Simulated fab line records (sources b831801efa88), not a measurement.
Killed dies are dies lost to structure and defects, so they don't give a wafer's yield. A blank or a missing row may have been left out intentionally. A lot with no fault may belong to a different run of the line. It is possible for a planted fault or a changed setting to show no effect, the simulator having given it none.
fab line records	flow sfq_line
record: lots: 5	wafers: 23
route steps=325 shown JJ@186 M5@201 R5@218 I5@230 C5@240 M6@255 I6@273 M7@282
start_h: the number of hours between the record's first day and the start of the first shown wafer of the lot	wait_h: how many hours have passed since the lot's step before this one	" unchanged from the row above	L1.1+2: several wafers, shown together as one row	- value missing, or start not given	* or withheld: withheld	< > ~ a bound
route shown NAME@n: a module of which the file shows steps, and the number in the route of the first	usual: mean/standard deviation taken from wafers without a fault	same: alike in all rows	chamber/n: place in a boat	sites: per-site readings	_std_site: standard deviation across them	_edge_site: outer sites' mean less inner sites'	radius_mm: for every site, how far away it sits from the centre of the wafer	mask NAME#n: copy n	behind: the most recent tool/chamber to have shaped the wafer	hold: why the lot went on hold/how many hours it stayed there/how the hold came to an end	device: transistor that didn't switch, given as n, p or np	end of line: tests of these same wafers at the route's end	a step given without rows: its recipe and nothing more	killed: at the first sort, the dies lost to defects and structure; wafer yield is something else	map: shows each die of a wafer: x if killed, . if not, _ if none is there
set.NAME: the setting the step ran with; set.NAME@STEP: the setting that earlier step ran with	model.NAME: the simulator's own value behind a step, which no gauge read
one table per step and one row per wafer, for lots whose settings were changed on purpose
== steps ==
step: SFQ_TRILAYER_JJ_CE_LITHO_COAT_114
recipe: resist: KrF	spin_rpm: 3000	resist_thk_nm: 600
lot.wafer	tool	chamber	start_h	wait_h	set.resist_thk_nm	model.KrF_of_TRILAYER_JJ_CE_LITHO_COAT_114.thk_nm
L076.1	litho_track-03	0	1223.68	0.2	600	602.8
L076.2	"	0	"	"	634.2	638.2
L076.4	"	0	"	"	634.2	637.2
L076.5	"	0	"	"	600	602.4
L076.6	"	0	"	"	600	603.4
L078.1	litho_track-02	0	1234.48	0.2	583	581.9
L078.2	"	0	"	"	600	600.4
L078.3	"	0	"	"	583	583.6
L078.4	"	0	"	"	600	599.7
L078.5	"	0	"	"	583	582.2
L079.1	litho_track-03	0	1264.49	0.2	564.8	566.3
L079.2	"	0	"	"	600	604
L079.3	"	0	"	"	600	603.9
L079.4	"	0	"	"	564.8	568
L079.5	"	0	"	"	564.8	567
L080.2	litho_track-02	0	1274.28	0.2	600	604.7
L080.3	"	0	"	"	600	602
L080.6	"	0	"	"	600	602.5
L081.1	litho_track-04	0	1277.82	0.2	589.3	590
L081.2	"	0	"	"	600	598.6
L081.3	"	0	"	"	600	598.2
L081.4	"	0	"	"	600	600.8
L081.6	"	0	"	"	589.3	588.2
step: SFQ_TRILAYER_JJ_CE_ETCH_RIE_118
recipe: target: Nb	stop_on: Al2O3	mask_material: PR	taper_deg: 13.257	over_etch_frac: 0.15	time_s: 97.7	chemistry: SF6	target_depth_nm: 170	icp_w: 600	bias_w: 80	pressure_mtorr: 10
lot.wafer	tool	chamber	start_h	wait_h	set.pressure_mtorr	set.resist_thk_nm@TRILAYER_JJ_CE_LITHO_COAT_114	model.KrF_of_TRILAYER_JJ_CE_LITHO_COAT_114.thk_nm
L076.1	rie_metal-04	0	1352.88	0.1	10	600	479.9
L076.2	"	1	"	"	10	634.2	515.9
L076.4	"	0	"	"	10	634.2	514.3
L076.5	"	1	"	"	10	600	480
L076.6	"	0	"	"	10	600	480.1
L078.1	rie_metal-02	0	1361.28	0.1	8.781	583	460.6
L078.2	"	1	"	"	8.781	600	480.4
L078.3	"	1	"	"	8.781	583	463.8
L078.4	"	0	"	"	8.781	600	478.6
L078.5	"	1	"	"	8.781	583	462.8
L079.1	rie_metal-04	0	1385.28	0.1	10.38	564.8	442.7
L079.2	"	1	"	"	10.38	600	478.4
L079.3	"	1	"	"	10.38	600	480.3
L079.4	"	0	"	"	10.38	564.8	444.3
L079.5	"	1	"	"	10.38	564.8	443.4
L080.2	rie_metal-01	0	1393.81	0.1	10	600	481.9
L080.3	"	0	"	"	10	600	479.5
L080.6	"	0	"	"	10	600	478.9
L081.1	rie_metal-02	0	1399.81	0.1	9.407	589.3	466.6
L081.2	"	1	"	"	9.407	600	476.5
L081.3	"	0	"	"	9.407	600	475.1
L081.4	"	1	"	"	9.407	600	478.4
L081.6	"	1	"	"	9.407	589.3	466.4
step: SFQ_TRILAYER_M5_LITHO_EXPOSE_124
recipe: mask_id: M5	na: 0.6	source_shape: conventional	sigma_outer: 0.65	target_cd_nm: 700	dose_mj: 14.4
lot.wafer	tool	chamber	start_h	wait_h	mask	set.dose_mj
L076.1+2+5	krf_scanner-02	0	1460.13	-	M5#0	13.93
L076.4+6	"	0	"	"	M5#0	14.4
L078.1+4+5	krf_scanner-02	0	1467.33	-	M5#0	13.54
L078.2+3	"	0	"	"	M5#0	14.4
L079.1+2+4	krf_scanner-02	0	1476.93	-	M5#0	14.4
L079.3+5	"	0	"	"	M5#0	14.89
L080.2+3+6	krf_scanner-02	0	1488.25	-	M5#0	14.4
L081.1+3+6	krf_scanner-02	0	1492.85	-	M5#0	14.4
L081.2+4	"	0	"	"	M5#0	15.46
step: SFQ_TRILAYER_M5_LITHO_PEB_126
recipe: peb_temp_c: 115	peb_time_s: 60	resist: KrF
step: SFQ_TRILAYER_M5_LITHO_DEVELOP_125
recipe: time_s: 60	resist: KrF
step: SFQ_TRILAYER_M5_BARC_OPEN_METAL_ETCH_161
recipe: mask_material: PR	chemistry: O2	target_depth_nm: 125	target: BARC	icp_w: 600	bias_w: 80	pressure_mtorr: 10	time_s: 41.7
lot.wafer	tool	chamber	start_h	wait_h	set.dose_mj@TRILAYER_M5_LITHO_EXPOSE_124	model.M5.cd_nm
L076.1	rie_metal-03	1	1461.67	0.0	13.93	706.5
L076.2	"	0	"	"	13.93	707.5
L076.4	"	0	"	"	14.4	701
L076.5	"	0	"	"	13.93	706.3
L076.6	"	1	"	"	14.4	701.5
L078.1	rie_metal-03	0	1468.87	0.0	13.54	705.9
L078.2	"	1	"	"	14.4	698.4
L078.3	"	0	"	"	14.4	699
L078.4	"	1	"	"	13.54	706.4
L078.5	"	0	"	"	13.54	706.7
L079.1	rie_metal-04	1	1478.47	0.0	14.4	700.4
L079.2	"	0	"	"	14.4	699.5
L079.3	"	1	"	"	14.89	694.3
L079.4	"	0	"	"	14.4	699.8
L079.5	"	0	"	"	14.89	694.6
L080.2	rie_metal-03	1	1489.59	0.0	14.4	700.8
L080.3+6	"	1	"	"	14.4	699.8
L081.1	rie_metal-03	0	1494.39	0.0	14.4	700.2
L081.2	"	1	"	"	15.46	688.7
L081.3	"	1	"	"	14.4	700.9
L081.4	"	0	"	"	15.46	690.7
L081.6	"	0	"	"	14.4	701.2
step: SFQ_TRILAYER_M5_ETCH_METAL_ETCH_126
recipe: target: Nb	stop_on: SiO2	mask_material: PR	over_etch_frac: 0.15	time_s: 203.2	chemistry: Cl2/BCl3	target_depth_nm: 265	icp_w: 600	bias_w: 80	pressure_mtorr: 10
usual: oes_product_au: 0.728/0.0049
lot.wafer	tool	chamber	start_h	wait_h	set.time_s@TRILAYER_JJ_TRILAYER_DEP_SPUTTER_109	oes_product_au	model.M5.feature_depth_nm
L076.1	rie_metal-03	1	1461.73	0.0	100	0.730	163.8
L076.2	"	0	"	"	100	0.728	162.6
L076.4	"	0	"	"	100	0.721	161.4
L076.5	"	0	"	"	100	0.732	162.5
L076.6	"	1	"	"	100	0.723	162.6
L078.1	rie_metal-03	0	1468.93	0.0	100	0.727	162.7
L078.2	"	1	"	"	100	0.735	161.3
L078.3	"	0	"	"	86.21	0.679	141.3
L078.4	"	1	"	"	86.21	0.675	140.2
L078.5	"	0	"	"	100	0.724	162.3
L079.1	rie_metal-04	1	1478.53	0.0	100	0.731	161.2
L079.2	"	0	"	"	100	0.727	160.3
L079.3	"	1	"	"	100	0.722	158.9
L079.4	"	0	"	"	100	0.728	159.9
L079.5	"	0	"	"	100	0.729	159.8
L080.2	rie_metal-03	1	1489.65	0.0	100	0.725	161.5
L080.3	"	1	"	"	100	0.732	162.7
L080.6	"	1	"	"	100	0.719	161.9
L081.1	rie_metal-03	0	1494.45	0.0	100	0.733	162.3
L081.2	"	1	"	"	86.91	0.681	141
L081.3	"	1	"	"	100	0.720	160.8
L081.4	"	0	"	"	100	0.717	160.7
L081.6	"	0	"	"	86.91	0.681	140.8
step: SFQ_TRILAYER_R5_LITHO_COAT_136
recipe: resist: KrF	spin_rpm: 3000	resist_thk_nm: 600
lot.wafer	tool	chamber	start_h	wait_h	set.spin_rpm	model.KrF_of_TRILAYER_R5_LITHO_COAT_136.thk_nm
L076.1+5	litho_track-02	0	1506.16	0.2	3212	582.2
L076.2	"	0	"	"	3000	601.8
L076.4	"	0	"	"	3000	602.6
L076.6	"	0	"	"	3000	603.6
L078.1	litho_track-02	0	1512.16	0.2	2818	620.6
L078.2	"	0	"	"	3000	601.2
L078.3	"	0	"	"	3000	600.4
L078.4	"	0	"	"	2818	620
L078.5	"	0	"	"	3000	601.9
L079.1	litho_track-03	0	1524.14	0.2	3000	600.6
L079.2	"	0	"	"	3000	598.4
L079.3	"	0	"	"	3000	601
L079.4	"	0	"	"	3000	599.4
L079.5	"	0	"	"	3000	599.5
L080.2+6	litho_track-02	0	1539.19	0.2	3000	602.6
L080.3	"	0	"	"	3000	602.8
L081.1	litho_track-03	0	1545.14	0.2	3000	599.6
L081.2	"	0	"	"	2848	617.4
L081.3	"	0	"	"	2848	614.3
L081.4	"	0	"	"	3000	599.2
L081.6	"	0	"	"	2848	616.1
step: SFQ_TRILAYER_R5_LITHO_SOFTBAKE_140
recipe: temp_c: withheld	time_s: withheld	resist: KrF
step: SFQ_TRILAYER_R5_LITHO_EXPOSE_137
recipe: mask_id: R5	na: 0.6	source_shape: conventional	sigma_outer: 0.65	target_cd_nm: 500	dose_mj: 14.4
step: SFQ_TRILAYER_R5_LITHO_DEVELOP_138
recipe: time_s: 60	resist: KrF
step: SFQ_TRILAYER_R5_BARC_OPEN_METAL_ETCH_177
recipe: mask_material: PR	chemistry: O2	target_depth_nm: 125	target: BARC	icp_w: 600	bias_w: 80	pressure_mtorr: 10	time_s: 41.7
lot.wafer	tool	chamber	start_h	wait_h	set.spin_rpm@TRILAYER_R5_LITHO_COAT_136	model.KrF_of_TRILAYER_R5_LITHO_COAT_136.thk_nm
L076.1	rie_metal-04	0	1513.99	0.0	3212	504.6
L076.2	"	1	"	"	3000	524
L076.4	"	1	"	"	3000	524.2
L076.5	"	0	"	"	3212	504.8
L076.6	"	1	"	"	3000	525.6
L078.1	rie_metal-04	0	1521.19	0.0	2818	543.2
L078.2	"	1	"	"	3000	523.8
L078.3	"	0	"	"	3000	522.8
L078.4	"	1	"	"	2818	542.5
L078.5	"	0	"	"	3000	524.7
L079.1	rie_metal-03	0	1533.80	0.0	3000	523.9
L079.2	"	1	"	"	3000	521.5
L079.3	"	0	"	"	3000	524.4
L079.4	"	1	"	"	3000	522.9
L079.5	"	0	"	"	3000	523
L080.2	rie_metal-04	1	1550.60	0.0	3000	524.5
L080.3	"	1	"	"	3000	525.2
L080.6	"	1	"	"	3000	524.6
L081.1	rie_metal-01	1	1555.40	0.0	3000	522.8
L081.2	"	0	"	"	2848	540.4
L081.3	"	0	"	"	2848	537.2
L081.4	"	1	"	"	3000	522.1
L081.6	"	1	"	"	2848	538.9
step: SFQ_TRILAYER_I5_LITHO_COAT_144
recipe: resist: KrF	spin_rpm: 3000	resist_thk_nm: 650
lot.wafer	tool	chamber	start_h	wait_h	set.spin_rpm	model.KrF_of_TRILAYER_I5_LITHO_COAT_144.thk_nm
L076.1	litho_track-02	0	1515.20	0.2	3000	651.4
L076.2	"	0	"	"	3000	653.5
L076.4	"	0	"	"	3000	652.3
L076.5	"	0	"	"	3000	651.2
L076.6	"	0	"	"	3000	649.4
L078.1	litho_track-04	0	1522.66	0.2	3000	653.1
L078.2	"	0	"	"	2856	667
L078.3	"	0	"	"	2856	668
L078.4	"	0	"	"	2856	666.8
L078.5	"	0	"	"	3000	650.8
L079.1	litho_track-04	0	1535.02	0.2	3000	651.3
L079.2	"	0	"	"	2825	671.5
L079.3	"	0	"	"	3000	650.3
L079.4	"	0	"	"	3000	651.1
L079.5	"	0	"	"	2825	669.6
L080.2	litho_track-04	0	1551.87	0.2	3000	648.9
L080.3	"	0	"	"	3000	649.8
L080.6	"	0	"	"	3000	648.5
L081.1	litho_track-04	0	1556.62	0.2	3111	635.9
L081.2	"	0	"	"	3000	648.8
L081.3	"	0	"	"	3000	649
L081.4	"	0	"	"	3000	648.4
L081.6	"	0	"	"	3111	636.4
step: SFQ_TRILAYER_C5_LITHO_COAT_156
recipe: resist: BARC	spin_rpm: 3000	resist_thk_nm: 62
lot.wafer	tool	chamber	start_h	wait_h	set.resist_thk_nm	model.BARC_of_TRILAYER_C5_LITHO_COAT_156.thk_nm
L076.1	litho_track-02	0	1525.75	0.0	62	62.45
L076.2	"	0	"	"	63.91	64.25
L076.4	"	0	"	"	62	62.39
L076.5	"	0	"	"	63.91	64.36
L076.6	"	0	"	"	63.91	64.45
L078.1	litho_track-03	0	1533.57	0.0	63.66	63.83
L078.2	"	0	"	"	62	62.23
L078.3	"	0	"	"	63.66	63.73
L078.4	"	0	"	"	62	62.08
L078.5	"	0	"	"	63.66	63.66
L079.1	litho_track-03	0	1547.37	0.0	63.15	63.17
L079.2	"	0	"	"	62	61.91
L079.3	"	0	"	"	62	61.94
L079.4	"	0	"	"	63.15	63.02
L079.5	"	0	"	"	63.15	62.85
L080.2	litho_track-04	0	1570.59	0.1	62	61.88
L080.3	"	0	"	"	62	61.9
L080.6	"	0	"	"	62	62
L081.1	litho_track-03	0	1574.12	0.0	60.43	60.39
L081.2	"	0	"	"	60.43	60.23
L081.3+6	"	0	"	"	62	61.94
L081.4	"	0	"	"	62	61.79
step: SFQ_TRILAYER_M6_LITHO_COAT_164
recipe: resist: BARC	spin_rpm: 3000	resist_thk_nm: 62
lot.wafer	tool	chamber	start_h	wait_h	set.resist_thk_nm	model.BARC_of_TRILAYER_M6_LITHO_COAT_164.thk_nm
L076.1	litho_track-01	0	1538.56	0.1	62	62.11
L076.2	"	0	"	"	62	62.09
L076.4	"	0	"	"	62	62.15
L076.5	"	0	"	"	62	61.8
L076.6	"	0	"	"	62	61.92
L078.1	litho_track-03	0	1545.76	0.1	62	62.07
L078.2	"	0	"	"	63.52	63.69
L078.3	"	0	"	"	63.52	63.77
L078.4	"	0	"	"	62	62.13
L078.5	"	0	"	"	62	62.19
L079.1	litho_track-03	0	1561.36	0.1	62	62
L079.2	"	0	"	"	62	62.05
L079.3	"	0	"	"	62	62.02
L079.4	"	0	"	"	62	62.09
L079.5	"	0	"	"	62	62.07
L080.2+3	litho_track-01	0	1585.77	0.1	62	61.9
L080.6	"	0	"	"	62	62.09
L081.1	litho_track-03	0	1591.12	0.1	65.23	65.34
L081.2	"	0	"	"	62	62.21
L081.3	"	0	"	"	65.23	65.37
L081.4	"	0	"	"	62	62.11
L081.6	"	0	"	"	65.23	65.46
step: SFQ_TRILAYER_I6_VIA_LITHO_EXPOSE_170
recipe: mask_id: I6	na: 0.6	source_shape: conventional	sigma_outer: 0.65	target_cd_nm: 700	dose_mj: 21.3
lot.wafer	tool	chamber	start_h	wait_h	mask	set.dose_mj
L076.1+4+5	krf_scanner-02	0	1672.99	-	I6#0	19.73
L076.2+6	"	0	"	"	I6#0	21.3
L078.1+2+4	krf_scanner-02	0	1683.79	-	I6#0	19.95
L078.3+5	"	0	"	"	I6#0	21.3
L079.1+2	krf_scanner-02	0	1694.59	-	I6#0	21.7
L079.3+4+5	"	0	"	"	I6#0	21.3
L080.2+3+6	krf_scanner-02	0	1717.39	-	I6#0	21.3
L081.1+6	krf_scanner-02	0	1726.34	-	I6#0	21.3
L081.2+3+4	"	0	"	"	I6#0	20.36
step: SFQ_TRILAYER_I6_VIA_LITHO_PEB_172
recipe: peb_temp_c: 115	peb_time_s: 60	resist: KrF
step: SFQ_TRILAYER_I6_VIA_LITHO_DEVELOP_171
recipe: time_s: 60	resist: KrF
step: SFQ_TRILAYER_I6_VIA_BARC_OPEN_VIA_ETCH_235
recipe: mask_material: PR	chemistry: O2	target_depth_nm: 125	target: BARC	source_w: 500	bias_w: 80	pressure_mtorr: 30	time_s: 41.7
lot.wafer	tool	chamber	start_h	wait_h	set.dose_mj@TRILAYER_I6_VIA_LITHO_EXPOSE_170	model.I6.cd_nm
L076.1	rie_diel-04	0	1674.52	0.0	19.73	687
L076.2	"	3	"	"	21.3	699.1
L076.4	"	2	"	"	19.73	687.6
L076.5	"	3	"	"	19.73	687.3
L076.6	"	0	"	"	21.3	700.6
L078.1+4	rie_diel-01	1	1685.32	0.0	19.95	688.9
L078.2	"	0	"	"	19.95	688.3
L078.3	"	3	"	"	21.3	698.8
L078.5	"	3	"	"	21.3	699.1
L079.1	rie_diel-04	1	1696.12	0.0	21.7	702.8
L079.2	"	3	"	"	21.7	703.3
L079.3	"	0	"	"	21.3	698.9
L079.4	"	2	"	"	21.3	700.3
L079.5	"	2	"	"	21.3	698.1
L080.2	rie_diel-04	2	1718.72	0.0	21.3	701.6
L080.3	"	0	"	"	21.3	701.4
L080.6	"	3	"	"	21.3	701.7
L081.1	rie_diel-04	3	1727.87	0.0	21.3	698.9
L081.2	"	1	"	"	20.36	691.9
L081.3	"	2	"	"	20.36	692.2
L081.4	"	0	"	"	20.36	693.6
L081.6	"	2	"	"	21.3	697.9
step: SFQ_TRILAYER_M7_DEP_SPUTTER_175
recipe: material: Nb	base_pressure_pa: 1.33e-06	chamber_pressure_pa: 0.1333	substrate_temp_c: 20	target_thk_nm: 200	power_w: 2000	time_s: 133.3
lot.wafer	tool	chamber	start_h	wait_h	set.time_s	model.Nb_of_TRILAYER_M7_DEP_SPUTTER_175.thk_nm
L076.1	pvd_sputter-05	-	1675.50	0.0	147.4	222.2
L076.2	"	-	"	"	133.3	199.9
L076.4	"	-	"	"	133.3	198.5
L076.5	"	-	"	"	147.4	220.8
L076.6	"	-	"	"	133.3	200.6
L078.1	pvd_sputter-05	-	1686.28	0.0	118	178.9
L078.2	"	-	"	"	133.3	202.1
L078.3	"	-	"	"	133.3	200.5
L078.4	"	-	"	"	118	178.7
L078.5	"	-	"	"	133.3	201.6
L079.1+3	pvd_sputter-06	-	1697.08	0.0	133.3	201.8
L079.2	"	-	"	"	146.7	221.1
L079.4	"	-	"	"	146.7	222.2
L079.5	"	-	"	"	146.7	221.4
L080.2	pvd_sputter-05	-	1719.68	0.0	133.3	197.7
L080.3	"	-	"	"	133.3	200.3
L080.6	"	-	"	"	133.3	199.9
L081.1+6	pvd_sputter-05	-	1728.83	0.0	133.3	200.5
L081.2	"	-	"	"	133.3	199
L081.3	"	-	"	"	133.3	201.8
L081.4	"	-	"	"	133.3	201.3
step: SFQ_M7_RS_MEAS_943
recipe: thk_meas_gauge: four-point-probe	reads: Nb_of_TRILAYER_M7_DEP_SPUTTER_175
usual: M7_NB_RS: 0.889/0.0066
lot.wafer	tool	chamber	start_h	wait_h	set.time_s@TRILAYER_M7_DEP_SPUTTER_175	M7_NB_RS[ohm/sq]
L076.1	film_metro-01	-	1675.59	0.0	147.4	0.800
L076.2	"	-	"	"	133.3	0.892
L076.4	"	-	"	"	133.3	0.897
L076.5	"	-	"	"	147.4	0.806
L076.6	"	-	"	"	133.3	0.888
L078.1	film_metro-01	-	1686.37	0.0	118	0.999
L078.2	"	-	"	"	133.3	0.882
L078.3	"	-	"	"	133.3	0.889
L078.4	"	-	"	"	118	0.998
L078.5	"	-	"	"	133.3	0.886
L079.1	film_metro-04	-	1697.17	0.0	133.3	0.884
L079.2	"	-	"	"	146.7	0.804
L079.3	"	-	"	"	133.3	0.881
L079.4	"	-	"	"	146.7	0.799
L079.5	"	-	"	"	146.7	0.803
L080.2	film_metro-01	-	1719.79	0.1	133.3	0.900
L080.3	"	-	"	"	133.3	0.887
L080.6	"	-	"	"	133.3	0.889
L081.1	film_metro-01	-	1728.92	0.0	133.3	0.888
L081.2	"	-	"	"	133.3	0.896
L081.3	"	-	"	"	133.3	0.882
L081.4	"	-	"	"	133.3	0.884
L081.6	"	-	"	"	133.3	0.891
step: SFQ_TRILAYER_M7_LITHO_PEB_180
recipe: peb_temp_c: 115	peb_time_s: 60	resist: KrF
lot.wafer	tool	chamber	start_h	wait_h	set.peb_time_s
L076.1+4	litho_track-01	0	1759.94	1.0	60
L076.2+5+6	"	0	"	"	51.83
L078.1+5	litho_track-04	0	1769.54	1.0	68.66
L078.2+3+4	"	0	"	"	60
L079.1+3+4	litho_track-04	0	1779.14	1.0	65.89
L079.2+5	"	0	"	"	60
L080.2+3+6	litho_track-02	0	1802.06	0.8	60
L081.1+2+3+4+6	litho_track-04	0	1811.64	1.0	60
step: SFQ_TRILAYER_M7_LITHO_DEVELOP_179
recipe: time_s: 60	resist: KrF
step: SFQ_TRILAYER_M7_BARC_OPEN_METAL_ETCH_229
recipe: mask_material: PR	chemistry: O2	target_depth_nm: 125	target: BARC	icp_w: 600	bias_w: 80	pressure_mtorr: 10	time_s: 41.7
lot.wafer	tool	chamber	start_h	wait_h	set.peb_time_s@TRILAYER_M7_LITHO_PEB_180	model.M7.cd_nm
L076.1	rie_metal-02	0	1760.27	0.0	60	497.7
L076.2	"	1	"	"	51.83	520.9
L076.4	"	0	"	"	60	497.1
L076.5	"	0	"	"	51.83	520.3
L076.6	"	1	"	"	51.83	519.1
L078.1	rie_metal-02	0	1769.87	0.0	68.66	482.3
L078.2	"	1	"	"	60	501.2
L078.3	"	1	"	"	60	502.2
L078.4	"	0	"	"	60	500.9
L078.5	"	1	"	"	68.66	482.8
L079.1	rie_metal-03	1	1779.47	0.0	65.89	488.5
L079.2	"	0	"	"	60	500.3
L079.3	"	0	"	"	65.89	486.1
L079.4	"	1	"	"	65.89	485.8
L079.5	"	0	"	"	60	499.7
L080.2	rie_metal-01	1	1802.37	0.0	60	499.3
L080.3	"	0	"	"	60	499.2
L080.6	"	0	"	"	60	499.4
L081.1	rie_metal-01	1	1811.97	0.0	60	499.3
L081.2	"	0	"	"	60	499.6
L081.3+4	"	1,0	"	"	60	499.7
L081.6	"	1	"	"	60	500.1
step: SFQ_TRILAYER_M7_ETCH_METAL_ETCH_180
recipe: target: Nb	stop_on: SiO2	mask_material: PR	chemistry: Cl2/Ar	target_depth_nm: 240	icp_w: 600	bias_w: 80	pressure_mtorr: 10	time_s: 120
usual: oes_product_au: 0.895/0.0063
lot.wafer	tool	chamber	start_h	wait_h	set.time_s@TRILAYER_M7_DEP_SPUTTER_175	oes_product_au
L076.1	rie_metal-02	0	1760.33	0.0	147.4	0.953
L076.2	"	1	"	"	133.3	0.900
L076.4	"	0	"	"	133.3	0.888
L076.5	"	0	"	"	147.4	0.941
L076.6	"	1	"	"	133.3	0.905
L078.1	rie_metal-02	0	1769.93	0.0	118	0.843
L078.2	"	1	"	"	133.3	0.898
L078.3	"	1	"	"	133.3	0.885
L078.4	"	0	"	"	118	0.840
L078.5	"	1	"	"	133.3	0.892
L079.1	rie_metal-03	1	1779.53	0.0	133.3	0.903
L079.2	"	0	"	"	146.7	0.943
L079.3	"	0	"	"	133.3	0.886
L079.4	"	1	"	"	146.7	0.960
L079.5	"	0	"	"	146.7	0.954
L080.2	rie_metal-01	1	1802.43	0.0	133.3	0.882
L080.3	"	0	"	"	133.3	0.900
L080.6	"	0	"	"	133.3	0.892
L081.1	rie_metal-01	1	1812.03	0.0	133.3	0.886
L081.2	"	0	"	"	133.3	0.892
L081.3	"	1	"	"	133.3	0.896
L081.4	"	0	"	"	133.3	0.896
L081.6	"	1	"	"	133.3	0.900
== key ==
split: step: SFQ_TRILAYER_JJ_CE_LITHO_COAT_114	setting: resist_thk_nm	stated: 600	by: wafer
response: step: SFQ_TRILAYER_JJ_CE_LITHO_COAT_114	reading: model.KrF_of_TRILAYER_JJ_CE_LITHO_COAT_114.thk_nm	change: +6.17	per: 1%	r: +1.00
response: step: SFQ_TRILAYER_JJ_CE_ETCH_RIE_118	reading: model.KrF_of_TRILAYER_JJ_CE_LITHO_COAT_114.thk_nm	change: +6.11	per: 1%	r: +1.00
split: step: SFQ_TRILAYER_JJ_CE_ETCH_RIE_118	setting: pressure_mtorr	stated: 10	by: lot
response none clear
split: step: SFQ_TRILAYER_M5_LITHO_EXPOSE_124	setting: dose_mj	stated: 14.4	by: wafer
response: step: SFQ_TRILAYER_M5_BARC_OPEN_METAL_ETCH_161	reading: model.M5.cd_nm	change: -1.46	per: 1%	r: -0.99
split: step: SFQ_TRILAYER_R5_LITHO_COAT_136	setting: spin_rpm	stated: 3000	by: wafer
response: step: SFQ_TRILAYER_R5_LITHO_COAT_136	reading: model.KrF_of_TRILAYER_R5_LITHO_COAT_136.thk_nm	change: -3.06	per: 1%	r: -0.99
response: step: SFQ_TRILAYER_R5_BARC_OPEN_METAL_ETCH_177	reading: model.KrF_of_TRILAYER_R5_LITHO_COAT_136.thk_nm	change: -3.02	per: 1%	r: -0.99
split: step: SFQ_TRILAYER_I5_LITHO_COAT_144	setting: spin_rpm	stated: 3000	by: wafer
response: step: SFQ_TRILAYER_I5_LITHO_COAT_144	reading: model.KrF_of_TRILAYER_I5_LITHO_COAT_144.thk_nm	change: -3.31	per: 1%	r: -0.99
split: step: SFQ_TRILAYER_C5_LITHO_COAT_156	setting: resist_thk_nm	stated: 62	by: wafer
response: step: SFQ_TRILAYER_C5_LITHO_COAT_156	reading: model.BARC_of_TRILAYER_C5_LITHO_COAT_156.thk_nm	change: +0.612	per: 1%	r: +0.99
split: step: SFQ_TRILAYER_M6_LITHO_COAT_164	setting: resist_thk_nm	stated: 62	by: wafer
response: step: SFQ_TRILAYER_M6_LITHO_COAT_164	reading: model.BARC_of_TRILAYER_M6_LITHO_COAT_164.thk_nm	change: +0.627	per: 1%	r: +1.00
split: step: SFQ_TRILAYER_I6_VIA_LITHO_EXPOSE_170	setting: dose_mj	stated: 21.3	by: wafer
response: step: SFQ_TRILAYER_I6_VIA_BARC_OPEN_VIA_ETCH_235	reading: model.I6.cd_nm	change: +1.62	per: 1%	r: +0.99
split: step: SFQ_TRILAYER_M7_DEP_SPUTTER_175	setting: time_s	stated: 133.3	by: wafer
response: step: SFQ_TRILAYER_M7_DEP_SPUTTER_175	reading: model.Nb_of_TRILAYER_M7_DEP_SPUTTER_175.thk_nm	change: +2	per: 1%	r: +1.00
response: step: SFQ_M7_RS_MEAS_943	reading: M7_NB_RS	change: -0.00886	per: 1%	r: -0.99
response: step: SFQ_TRILAYER_M7_ETCH_METAL_ETCH_180	reading: oes_product_au	change: +0.00487	per: 1%	r: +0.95
split: step: SFQ_TRILAYER_M7_LITHO_PEB_180	setting: peb_time_s	stated: 60	by: wafer
response: step: SFQ_TRILAYER_M7_BARC_OPEN_METAL_ETCH_229	reading: model.M7.cd_nm	change: -1.45	per: 1%	r: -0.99
split outside_this_file step=SFQ_TRILAYER_JJ_TRILAYER_DEP_SPUTTER_109 setting=time_s
split outside_this_file: this setting was split too, and the file shows its column; the key of that split is in another file
